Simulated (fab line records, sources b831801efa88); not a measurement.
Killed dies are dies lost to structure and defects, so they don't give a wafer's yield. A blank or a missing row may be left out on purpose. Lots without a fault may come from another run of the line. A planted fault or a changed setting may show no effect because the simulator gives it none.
fab line records | flow gf180mcu | part 1 of 2: steps 1 to 24 of 33
record lots=5 wafers=15 last_day=34
route steps=602 shown V3@429 M4@456
lots that met no fault: from a run of the same line without faults
start_h: hours from the record's first day to the start of the lot's first wafer shown | wait_h: hours since the lot's step before | " the same as in the row above | L1.1+2: a row that stands for several wafers | - no value, or no start given | * or withheld: withheld | < > ~ a bound
route shown NAME@n: a module of which the file shows steps, and the number in the route of the first | usual: mean/standard deviation of fault-free wafers | same: alike in all rows | chamber/n: place in a boat | sites: the reading at each site | _std_site: their standard deviation | _edge_site: outer sites' mean less inner sites' | radius_mm: how far each site lies from the wafer's centre | mask NAME#n: copy n | behind: the tool/chamber that last shaped the wafer | hold: why the lot was held/for how many hours/how that ended | device: the transistor (n, p or np) that didn't switch | end of line: the same wafers' tests at the end of the route | a step without rows: its recipe alone | killed: dies lost to structure and defects at the first sort, not the wafer's yield | map: a wafer's dies, x killed, . not, _ none there
set.NAME: the setting as run; set.NAME@STEP: as run at that earlier step | model.NAME: the simulator's own value behind a step, which no gauge read
lots at some steps of the route; a table a step, a row a wafer
services: from which hour (start_h, from the record's first day; less than 0 if before it) a tool's chamber was out of use, for how many hours, and why
## steps
# step GF_V3_CVD_00
# recipe material=SiO2 target_thk_nm=600 sigma_open_frac=0.3 temp_c=400 time_s=100 sih4_flow_sccm=60 pressure_mtorr=6
# usual sih4_flow_sccm=60.01/0.17
# columns lot.wafer tool chamber start_h wait_h sih4_flow_sccm
L082.1 hdpcvd-02 2 564.09 0.0 60.04
L082.2 " 0 " " 59.84
L082.4 " 2 " " 60.19
L085.2 hdpcvd-01 0 583.17 0.0 59.71
L085.3 " 1 " " 60.29
L085.4 " 1 " " 59.85
L090.1 hdpcvd-01 2 627.05 0.0 60.03
L090.5 " 2 " " 60.13
L090.6 " 0 " " 59.84
L095.2 hdpcvd-01 2 658.14 0.0 60.05
L095.4 " 1 " " 59.92
L095.5 " 0 " " 60.02
L097.3 hdpcvd-02 0 670.21 0.0 60.12
L097.4 " 1 " " 60.04
L097.5 " 2 " " 59.73
# step GF_V3_THK_MEAS_01
# recipe reads=SiO2_of_V3_CVD_00
# usual V3_CVD_00_THK=597/6.2
# columns lot.wafer tool chamber start_h wait_h V3_CVD_00_THK[nm]
L082.1 film_metro-01 - 564.17 0.0 596
L082.2 " - " " 597
L082.4 " - " " 596
L085.2 film_metro-03 - 583.25 0.0 583
L085.3 " - " " 589
L085.4 " - " " 595
L090.1 film_metro-02 - 627.13 0.0 594
L090.5 " - " " 587
L090.6 " - " " 596
L095.2 film_metro-01 - 658.22 0.0 592
L095.4 " - " " 596
L095.5 " - " " 592
L097.3 film_metro-02 - 670.31 0.1 596
L097.4 " - " " 604
L097.5 " - " " 599
# step GF_V3_CVD_02
# recipe material=SiO2 target_thk_nm=850 precursor=TEOS temp_c=400 time_s=94.851 rf_w=584.6
# usual heater_power_w=652/100
# columns lot.wafer tool chamber start_h wait_h heater_power_w
L082.1 pecvd-04 1 564.23 0.1 494
L082.2 " 0 " " 680
L082.4 " 2 " " 595
L085.2 pecvd-04 2 583.30 0.0 648
L085.3 " 0 " " 797
L085.4 " 2 " " 698
L090.1 pecvd-03 2 627.19 0.1 663
L090.5 " 0 " " 503
L090.6 " 1 " " 771
L095.2 pecvd-04 1 658.27 0.0 476
L095.4 " 1 " " 531
L095.5 " 0 " " 800
L097.3 pecvd-04 0 670.35 0.0 802
L097.4 " 0 " " 665
L097.5 " 1 " " 463
# step GF_V3_THK_MEAS_03
# recipe reads=SiO2_of_V3_CVD_02
# usual V3_CVD_02_THK=844/11
# columns lot.wafer tool chamber start_h wait_h V3_CVD_02_THK[nm]
L082.1 film_metro-01 - 564.30 0.0 825
L082.2 " - " " 833
L082.4 " - " " 857
L085.2 film_metro-03 - 583.38 0.0 843
L085.3 " - " " 833
L085.4 " - " " 851
L090.1 film_metro-02 - 627.26 0.0 830
L090.5 " - " " 842
L090.6 " - " " 846
L095.2 film_metro-02 - 658.35 0.0 836
L095.4 " - " " 852
L095.5 " - " " 855
L097.3 film_metro-01 - 670.44 0.1 849
L097.4 " - " " 858
L097.5 " - " " 861
# step GF_V3_CMP_04
# recipe material=SiO2 down_force_psi=4 platen_rpm=60 pad_velocity_m_s=0.94248
# usual motor_current_A=12.1/1.2 time_to_endpoint_s=79/6.4
# columns lot.wafer tool chamber start_h wait_h motor_current_A time_to_endpoint_s
L082.1 cmp-01 2 564.41 0.1 12.5 69
L082.4 " 3 " " 11.1 87
L082.2 " 0 " " 13.1 72
L085.4 cmp-02 0 583.43 0.0 11.7 80
L085.3 " 2 " " 13.8 74
L085.2 " 3 " " 13.2 78
L090.1 cmp-02 0 627.32 0.1 13.2 72
L090.5 " 0 " " 12.9 74
L090.6 " 1 " " 12.8 75
L095.4 cmp-01 2 658.40 0.0 11.9 82
L095.2 " 1 " " 9.3 78
L095.5 " 3 " " 10.2 86
L097.4 cmp-01 0 670.53 0.1 13.8 89
L097.3 " 1 " " 10.6 84
L097.5 " 3 " " 10.8 95
# step GF_V3_BOW_MEAS_05
# recipe mode=bow
# usual V3_BOW=114/9.6
# columns lot.wafer tool chamber start_h wait_h V3_BOW[um]
L082.1 film_metro-01 - 564.66 0.2 130
L082.2 " - " " 125
L082.4 " - " " 133
L085.2 film_metro-02 - 583.75 0.1 116
L085.3 " - " " 114
L085.4 " - " " 112
L090.1 film_metro-03 - 627.62 0.2 118
L090.5 " - " " 113
L090.6 " - " " 109
L095.2 film_metro-02 - 658.72 0.1 111
L095.4 " - " " 105
L095.5 " - " " 105
L097.3 film_metro-02 - 670.82 0.2 98
L097.4 " - " " 110
L097.5 " - " " 124
# step GF_V3_DEHYDRATE_06
# recipe temp_c=200 time_s=60
# usual chill_plate_temp_C=23.00/0.1 resist_line_temp_C=23.00/0.11
# columns lot.wafer tool chamber start_h wait_h chill_plate_temp_C resist_line_temp_C
L082.1 litho_track-04 0 575.17 10.5 22.99 22.86
L082.2 " 0 " " 23.15 23.04
L082.4 " 0 " " 23.12 22.92
L085.2 litho_track-01 0 593.81 10.0 23.02 23.10
L085.3 " 0 " " 22.98 22.79
L085.4 " 0 " " 22.80 23.09
L090.1 litho_track-01 0 637.08 9.4 22.89 23.21
L090.5 " 0 " " 22.96 23.01
L090.6 " 0 " " 22.96 23.04
L095.2 litho_track-01 0 668.01 9.3 23.18 22.98
L095.4 " 0 " " 23.20 22.90
L095.5 " 0 " " 23.09 22.91
L097.3 litho_track-03 0 679.61 8.8 22.91 23.00
L097.4 " 0 " " 23.02 22.90
L097.5 " 0 " " 22.89 22.97
# step GF_V3_HMDS_07
# recipe prime_time_s=60 prime_temp_c=120
# usual chill_plate_temp_C=22.99/0.1 resist_line_temp_C=23.02/0.11
# columns lot.wafer tool chamber start_h wait_h chill_plate_temp_C resist_line_temp_C
L082.1 litho_track-04 0 575.32 0.1 22.83 22.93
L082.2 " 0 " " 23.00 22.97
L082.4 " 0 " " 22.92 22.95
L085.2 litho_track-01 0 593.96 0.1 22.87 23.10
L085.3 " 0 " " 23.04 23.07
L085.4 " 0 " " 22.87 23.04
L090.1 litho_track-01 0 637.23 0.1 22.90 23.11
L090.5 " 0 " " 22.98 23.10
L090.6 " 0 " " 23.01 22.97
L095.2 litho_track-01 0 668.16 0.1 22.89 22.98
L095.4 " 0 " " 22.97 22.99
L095.5 " 0 " " 22.98 23.05
L097.3 litho_track-03 0 679.76 0.1 22.97 23.12
L097.4 " 0 " " 23.16 23.18
L097.5 " 0 " " 23.01 23.18
# step GF_V3_COAT_08
# recipe resist=BARC temp_c=withheld time_s=withheld spin_rpm=withheld resist_thk_nm=withheld
# usual chill_plate_temp_C=* dispense_pressure_kPa=47.4/1.8 resist_line_temp_C=*
# columns lot.wafer tool chamber start_h wait_h chill_plate_temp_C dispense_pressure_kPa resist_line_temp_C
L082.1 litho_track-04 0 575.47 0.1 * 47.5 *
L082.2 " 0 " " * 47.5 *
L082.4 " 0 " " * 47.6 *
L085.2 litho_track-01 0 594.11 0.1 * 45.4 *
L085.3 " 0 " " * 45.4 *
L085.4 " 0 " " * 45.4 *
L090.1 litho_track-01 0 637.38 0.1 * 45.4 *
L090.5 " 0 " " * 45.3 *
L090.6 " 0 " " * 45.3 *
L095.2 litho_track-01 0 668.31 0.1 * 45.3 *
L095.4 " 0 " " * 45.4 *
L095.5 " 0 " " * 45.4 *
L097.3 litho_track-03 0 679.91 0.1 * 49.7 *
L097.4 " 0 " " * 49.6 *
L097.5 " 0 " " * 49.7 *
# step GF_V3_COAT_09
# recipe resist=KrF spin_rpm=withheld resist_thk_nm=1000
# usual chill_plate_temp_C=23.00/0.1 dispense_pressure_kPa=47.4/1.8 resist_line_temp_C=23.02/0.095
# columns lot.wafer tool chamber start_h wait_h chill_plate_temp_C dispense_pressure_kPa resist_line_temp_C
L082.1 litho_track-04 0 - - 23.01 47.5 23.09
L082.2 " 0 " " 23.12 47.5 23.04
L082.4 " 0 " " 23.07 47.5 23.06
L085.2 litho_track-01 0 - - 23.04 45.3 23.02
L085.3 " 0 " " 22.95 45.4 22.94
L085.4 " 0 " " 22.89 45.3 22.94
L090.1 litho_track-01 0 - - 23.06 45.4 23.11
L090.5 " 0 " " 23.12 45.3 23.10
L090.6 " 0 " " 22.96 45.4 23.05
L095.2 litho_track-01 0 - - 23.10 45.4 23.09
L095.4 " 0 " " 22.97 45.4 23.18
L095.5 " 0 " " 22.98 45.4 23.29
L097.3 litho_track-03 0 - - 22.98 49.6 23.08
L097.4 " 0 " " 22.87 49.7 22.91
L097.5 " 0 " " 22.97 49.6 22.84
# step GF_V3_SOFTBAKE_10
# recipe temp_c=130 time_s=60 resist=KrF
# usual chill_plate_temp_C=23.02/0.1 resist_line_temp_C=23.02/0.087
# columns lot.wafer tool chamber start_h wait_h chill_plate_temp_C resist_line_temp_C
L082.1 litho_track-04 0 - - 23.14 23.09
L082.2 " 0 " " 23.04 23.10
L082.4 " 0 " " 23.14 22.99
L085.2 litho_track-01 0 - - 23.06 23.07
L085.3 " 0 " " 23.10 22.94
L085.4 " 0 " " 22.93 23.09
L090.1 litho_track-01 0 - - 23.12 23.09
L090.5 " 0 " " 23.09 22.95
L090.6 " 0 " " 23.07 23.14
L095.2 litho_track-01 0 - - 23.14 23.05
L095.4 " 0 " " 23.18 23.25
L095.5 " 0 " " 23.03 22.89
L097.3 litho_track-03 0 - - 23.21 23.05
L097.4 " 0 " " 23.01 23.01
L097.5 " 0 " " 23.04 23.17
# step GF_V3_EXPOSE_11
# recipe mask_id=Via3 target_cd_nm=260 na=0.68 source_shape=conventional sigma_outer=0.6 dose_mj=38
# usual reticle_temp_C=23.01/0.1
# columns lot.wafer tool chamber start_h wait_h mask reticle_temp_C
L082.1 krf_scanner-02 0 - - Via3#0 23.05
L082.2 " 0 " " Via3#0 22.94
L082.4 " 0 " " Via3#0 23.05
L085.2 krf_scanner-01 0 - - Via3#0 22.90
L085.3 " 0 " " Via3#0 23.24
L085.4 " 0 " " Via3#0 22.93
L090.1 krf_scanner-02 0 - - Via3#0 23.02
L090.5 " 0 " " Via3#0 22.97
L090.6 " 0 " " Via3#0 22.94
L095.2 krf_scanner-02 0 - - Via3#0 22.96
L095.4 " 0 " " Via3#0 22.85
L095.5 " 0 " " Via3#0 23.02
L097.3 krf_scanner-02 0 - - Via3#0 23.23
L097.4 " 0 " " Via3#0 23.19
L097.5 " 0 " " Via3#0 23.21
# step GF_V3_PEB_12
# recipe peb_temp_c=135 peb_time_s=90 resist=KrF
# usual chill_plate_temp_C=22.99/0.11 resist_line_temp_C=23.02/0.1
# columns lot.wafer tool chamber start_h wait_h chill_plate_temp_C resist_line_temp_C
L082.1 litho_track-01 0 - - 22.99 22.99
L082.2 " 0 " " 23.13 22.95
L082.4 " 0 " " 23.04 22.99
L085.2 litho_track-03 0 - - 22.76 23.10
L085.3 " 0 " " 22.86 23.18
L085.4 " 0 " " 22.94 23.03
L090.1 litho_track-01 0 - - 23.15 23.09
L090.5 " 0 " " 22.99 22.86
L090.6 " 0 " " 23.08 23.10
L095.2 litho_track-04 0 - - 23.16 23.03
L095.4 " 0 " " 23.11 23.13
L095.5 " 0 " " 23.26 23.07
L097.3 litho_track-04 0 - - 23.14 22.96
L097.4 " 0 " " 23.12 22.95
L097.5 " 0 " " 23.21 22.92
# step GF_V3_DEVELOP_13
# recipe develop_time_s=60 resist=KrF dev_temp_c=21
# usual chill_plate_temp_C=23.01/0.11 resist_line_temp_C=22.98/0.12
# columns lot.wafer tool chamber start_h wait_h chill_plate_temp_C resist_line_temp_C
L082.1 litho_track-01 0 586.13 0.2 22.84 23.00
L082.2 " 0 " " 23.02 23.25
L082.4 " 0 " " 23.12 23.13
L085.2 litho_track-03 0 604.84 0.2 22.92 23.02
L085.3 " 0 " " 23.09 23.06
L085.4 " 0 " " 22.99 23.04
L090.1 litho_track-01 0 647.28 0.2 23.21 22.89
L090.5 " 0 " " 23.23 22.94
L090.6 " 0 " " 22.99 22.96
L095.2 litho_track-04 0 677.49 0.2 22.83 22.92
L095.4 " 0 " " 23.12 22.93
L095.5 " 0 " " 23.01 22.82
L097.3 litho_track-04 0 689.22 0.1 22.76 22.85
L097.4 " 0 " " 22.91 22.94
L097.5 " 0 " " 22.99 22.88
# step GF_V3_CD_MEAS_14
# recipe target_cd_nm=260
# usual cd_nm=259.7/1.2
# columns lot.wafer tool chamber start_h wait_h cd_nm
L082.1 cd_sem-02 - 586.39 0.2 260.6
L082.2 " - " " 260.2
L082.4 " - " " 259.5
L085.2 cd_sem-02 - 604.98 0.1 259.8
L085.3 " - " " 260.3
L085.4 " - " " 259.5
L090.1 cd_sem-01 - 647.43 0.1 260.6
L090.5 " - " " 261.2
L090.6 " - " " 260.9
L095.2 cd_sem-02 - 677.64 0.1 259.9
L095.4 " - " " 260.1
L095.5 " - " " 258.3
L097.3 cd_sem-01 - 689.36 0.1 260.5
L097.4 " - " " 260.1
L097.5 " - " " 259.2
# step GF_V3_OVL_MEAS_15
# usual V3_OVL=0/6.1
# columns lot.wafer tool chamber start_h wait_h V3_OVL[nm]
L082.1 overlay-01 - 586.51 0.1 -2
L082.2 " - " " -20
L082.4 " - " " -7
L085.2 overlay-01 - 605.09 0.1 -8
L085.3 " - " " 0
L085.4 " - " " -9
L090.1 overlay-01 - 647.55 0.1 7
L090.5 " - " " 11
L090.6 " - " " -1
L095.2 overlay-02 - 677.74 0.1 -1
L095.4 " - " " 3
L095.5 " - " " -8
L097.3 overlay-01 - 689.45 0.1 0
L097.4 " - " " -9
L097.5 " - " " -2
# step GF_V3_ETCH_16
# recipe chemistry=N2/H2 target_depth_a=withheld overetch_a=withheld time_s=withheld target=BARC ion_energy_ev=200 source_w=500 bias_w=100 pressure_mtorr=30 n2_flow_sccm=100 h2_flow_sccm=200
# usual chamber_pressure_mTorr=29.996/0.028 drypump_motor_current_A=5.6/0.35 oes_product_au=0.854/0.0053 throttle_valve_pct=13.225/0.009
# columns lot.wafer tool chamber start_h wait_h chamber_pressure_mTorr drypump_motor_current_A oes_product_au throttle_valve_pct
L082.1 rie_diel-01 3 586.54 0.0 29.980 5.7 0.850 13.223
L082.2 " 0 " " 29.955 5.7 0.851 13.213
L082.4 " 2 " " 29.966 5.4 0.856 13.215
L085.2 rie_diel-01 1 605.12 0.0 30.006 5.9 0.862 13.224
L085.3 " 2 " " 29.959 5.4 0.855 13.228
L085.4 " 3 " " 30.021 5.8 0.854 13.225
L090.1 rie_diel-04 1 647.59 0.0 29.921 5.2 0.848 13.214
L090.5 " 2 " " 30.031 5.3 0.857 13.247
L090.6 " 3 " " 29.996 5.9 0.847 13.230
L095.2 rie_diel-01 1 677.77 0.0 29.990 5.9 0.860 13.217
L095.4 " 1 " " 30.007 5.9 0.856 13.224
L095.5 " 2 " " 29.998 5.4 0.863 13.230
L097.3 rie_diel-01 1 689.47 0.0 29.940 5.9 0.854 13.214
L097.4 " 1 " " 30.027 5.9 0.847 13.216
L097.5 " 0 " " 29.970 5.6 0.845 13.221
# step GF_V3_ETCH_17
# recipe chemistry=C4F8/O2/Ar mask_material=KrF target=SiO2 stop_on=TiN source_w=1500 bias_w=1200 pressure_mtorr=40 c4f8_flow_sccm=withheld O2_flow_sccm=6 Ar_flow_sccm=300 time_s=withheld target_depth_a=6350
# usual chamber_pressure_mTorr=40.00/0.033 oes_product_au=0.856/0.0042
# columns lot.wafer tool chamber start_h wait_h chamber_pressure_mTorr oes_product_au
L082.1 rie_diel-01 3 - - 40.03 0.859
L082.2 " 0 " " 40.05 0.855
L082.4 " 2 " " 40.01 0.856
L085.2 rie_diel-01 1 - - 39.98 0.858
L085.3 " 2 " " 40.01 0.858
L085.4 " 3 " " 40.00 0.861
L090.1 rie_diel-04 1 - - 39.99 0.851
L090.5 " 2 " " 40.00 0.858
L090.6 " 3 " " 39.97 0.853
L095.2 rie_diel-01 1 - - 40.02 0.858
L095.4 " 1 " " 39.98 0.855
L095.5 " 2 " " 40.06 0.859
L097.3 rie_diel-01 1 - - 39.99 0.856
L097.4 " 1 " " 39.98 0.862
L097.5 " 0 " " 39.99 0.853
# step GF_V3_STRIP_18
# recipe chemistry=O2/N2 power_w=1400 pressure_mtorr=1500 platen_temp_c=250 o2_flow_sccm=3000 n2_flow_sccm=300 overash_fraction=0.5
# usual chamber_pressure_mTorr=1500.1/1.4 drypump_motor_current_A=5.72/0.29 heater_power_w=314/37 oes_product_au=0.593/0.0053
# columns lot.wafer tool chamber start_h wait_h chamber_pressure_mTorr drypump_motor_current_A heater_power_w oes_product_au rf_hours_counter_h
L082.1 plasma_asher-02 1 586.67 - 1499.8 6.12 314 0.585 17
L082.2 " 0 " " 1500.0 5.59 351 0.588 17
L082.4 " 1 " " 1500.5 6.12 316 0.593 -
L085.2 plasma_asher-04 0 605.25 - 1502.9 5.51 341 0.590 50
L085.3 " 1 " " 1497.5 5.80 334 0.594 -
L085.4 " 0 " " 1497.4 5.49 331 0.577 -
L090.1 plasma_asher-04 0 647.72 - 1501.2 5.50 332 0.599 54
L090.5 " 1 " " 1501.2 5.78 330 0.586 -
L090.6 " 0 " " 1501.8 5.51 333 0.599 -
L095.2 plasma_asher-03 0 677.90 - 1502.0 6.08 334 0.594 94
L095.4 " 0 " " 1499.9 6.09 332 0.601 -
L095.5 " 1 " " 1501.2 5.32 248 0.596 -
L097.3 plasma_asher-04 0 689.64 - 1500.7 5.51 339 0.599 -
L097.4 " 1 " " 1500.4 5.80 324 0.591 -
L097.5 " 1 " " 1501.7 5.84 317 0.595 -
# step GF_V3_STRIP_19
# recipe chemistry=post_etch_residue_remover time_s=1200 temp_c=72.5
# columns lot.wafer tool chamber start_h wait_h
L082.1+2+4 wet_bench-01 0 586.77 0.1
L085.2+3+4 wet_bench-02 2 605.35 0.1
L090.1+5+6 wet_bench-01 2 647.82 0.1
L095.2+4+5 wet_bench-02 3 678.00 0.1
L097.3+4+5 wet_bench-02 2 689.70 0.0
# step GF_V3_CLEAN_20
# recipe chemistry=DIW dry=n2_spin
# columns lot.wafer tool chamber start_h wait_h
L082.1+2+4 wet_bench-02 2 587.12 0.0
L085.2+3+4 wet_bench-04 0 605.69 0.0
L090.1+5+6 wet_bench-04 3 648.16 0.0
L095.2+4+5 wet_bench-01 0 678.38 0.0
L097.3+4+5 wet_bench-01 1 690.04 0.0
# step GF_V3_SPUTTER_21
# recipe material=Ti target_thk_nm=15 chamber_pressure_pa=5 power_w=2500 substrate_temp_c=200 time_s=77.09
# usual throttle_valve_pct=30.0/0.64
# columns lot.wafer tool chamber start_h wait_h throttle_valve_pct
L082.1 pvd_sputter-02 - 587.21 0.0 30.0
L082.2 " - " " 30.4
L082.4 " - " " 30.8
L085.2 pvd_sputter-02 - 605.79 0.0 29.8
L085.3 " - " " 29.9
L085.4 " - " " 30.5
L090.1 pvd_sputter-02 - 648.25 0.0 30.3
L090.5 " - " " 30.1
L090.6 " - " " 30.6
L095.2 pvd_sputter-04 - 678.48 0.0 30.6
L095.4 " - " " 29.5
L095.5 " - " " 28.3
L097.3 pvd_sputter-03 - 690.14 0.0 30.0
L097.4 " - " " 29.6
L097.5 " - " " 29.9
# step GF_V3_SPUTTER_22
# recipe material=TiN target_thk_nm=10 chamber_pressure_pa=5 power_w=4000 time_s=40
# usual throttle_valve_pct=30.0/0.62
# columns lot.wafer tool chamber start_h wait_h throttle_valve_pct
L082.1 pvd_sputter-02 - 587.27 0.0 30.0
L082.2 " - " " 30.6
L082.4 " - " " 30.6
L085.2 pvd_sputter-02 - 605.85 0.0 29.7
L085.3 " - " " 30.1
L085.4 " - " " 30.2
L090.1 pvd_sputter-02 - 648.31 0.0 30.4
L090.5 " - " " 30.0
L090.6 " - " " 30.4
L095.2 pvd_sputter-04 - 678.54 0.0 30.4
L095.4 " - " " 29.7
L095.5 " - " " 28.5
L097.3 pvd_sputter-03 - 690.21 0.0 29.8
L097.4 " - " " 29.8
L097.5 " - " " 29.9
# step GF_V3_CVD_23
# recipe material=W target_thk_nm=350 time_s=104.9 temp_c=400 pressure_torr=40
# usual heater_power_w=785/93
# columns lot.wafer tool chamber start_h wait_h heater_power_w
L082.1 cvd_w-02 0 587.31 0.0 888
L082.2 " 1 " " 662
L082.4 " 0 " " 912
L085.2 cvd_w-02 1 605.89 0.0 691
L085.3 " 1 " " 691
L085.4 " 0 " " 915
L090.1 cvd_w-02 0 648.35 0.0 919
L090.5 " 0 " " 899
L090.6 " 1 " " 702
L095.2 cvd_w-01 1 678.58 0.0 868
L095.4 " 0 " " 708
L095.5 " 1 " " 880
L097.3 cvd_w-01 0 690.28 0.1 715
L097.4 " 1 " " 850
L097.5 " 0 " " 720
